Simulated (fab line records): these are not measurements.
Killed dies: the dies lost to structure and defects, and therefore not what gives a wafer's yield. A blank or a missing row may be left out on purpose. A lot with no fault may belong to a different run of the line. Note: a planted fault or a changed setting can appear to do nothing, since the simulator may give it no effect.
2 desks, one fault | flow sky130 | each desk holds nothing but its own numbers, with what lay behind them at the end

## FROM THE METROLOGY DESK
Lot by lot, what the gauges showed, no matter which tool ran the lot: averages of those sampled wafers that carry a number. If a lot's mean is further than 4 standard deviations from the usual mean, the lot is out of limits and carries the mark OUT (the distance appears in the brackets).
Columns: A = POLY_GATE_OXIDATION_THK at SKY_POLY_GATE_THK_MEAS_21, usual 4.01 nm; B = cd nm at SKY_POLY_GATE_CD_MEAS_22, usual 150 nm; C = LDD_N_OVL at SKY_LDD_N_OVL_MEAS_07, usual 0.4 nm
lot  | first seen here | A    | B   | C
L529 | day 18 08:39    | 4.06 | 146 | -0.1
L531 | day 18 18:16    | 4.05 | 151 | 1.0
L532 | day 20 00:05    | 3.94 | 154 | 0.2
L540 | day 22 07:28    | 3.96 | 148 | 0.7
L542 | day 22 19:28    | 3.94 | 149 | 0.9
L545 | day 23 19:58    | 3.95 | 152 | 0.1
This desk's finding: nothing out of limits on any of the 6 lots.

## FOR THE TOOL OWNER'S DESK: implanter-02
SKY_LDD_N_IMPLANT_08, tool's own readings: per-lot mean of the sampled wafers with a number, covering each lot this tool ran. If a lot's mean is further than 4 standard deviations from the usual mean, the lot is out of limits and carries the mark OUT (the distance appears in the brackets).
Columns: A = dose ions cm2 at SKY_LDD_N_IMPLANT_08, usual 7.502e+13; B = faraday current uA at SKY_LDD_N_IMPLANT_08, usual 423
lot  | first seen here | A                           | B
L531 | day 20 01:08    | 7.495e+13                   | 423
L532 | day 21 06:10    | 7.507e+13                   | 425
L540 | day 23 13:34    | 8.570e+13 (+99 or more) OUT | 487 (+7.3) OUT
L542 | day 24 01:34    | 8.565e+13 (+99 or more) OUT | 483 (+6.8) OUT
This desk finds L540, L542 out of limits, L540 being first, at day 23 13:34 (dose ions cm2 at SKY_LDD_N_IMPLANT_08). In limits: L531, L532.

## BROUGHT TOGETHER
The tool owner's desk could have raised an alarm at day 23 13:34, on L540, L542.
Metrology desk: nothing out of limits seen.
The metrology desk has L540, L542 on record, within its limits.
The lots listed all ran SKY_LDD_N_IMPLANT_08 on implanter-02.

## WHAT THE SIMULATOR HAD INSERTED
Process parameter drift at SKY_LDD_N_IMPLANT_08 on implanter-02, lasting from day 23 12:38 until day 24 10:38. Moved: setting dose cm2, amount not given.
Lots struck among those shown: L540, L542.
Delay in hours, fault start to first out-of-limits reading, by desk: the tool owner's desk at 1.
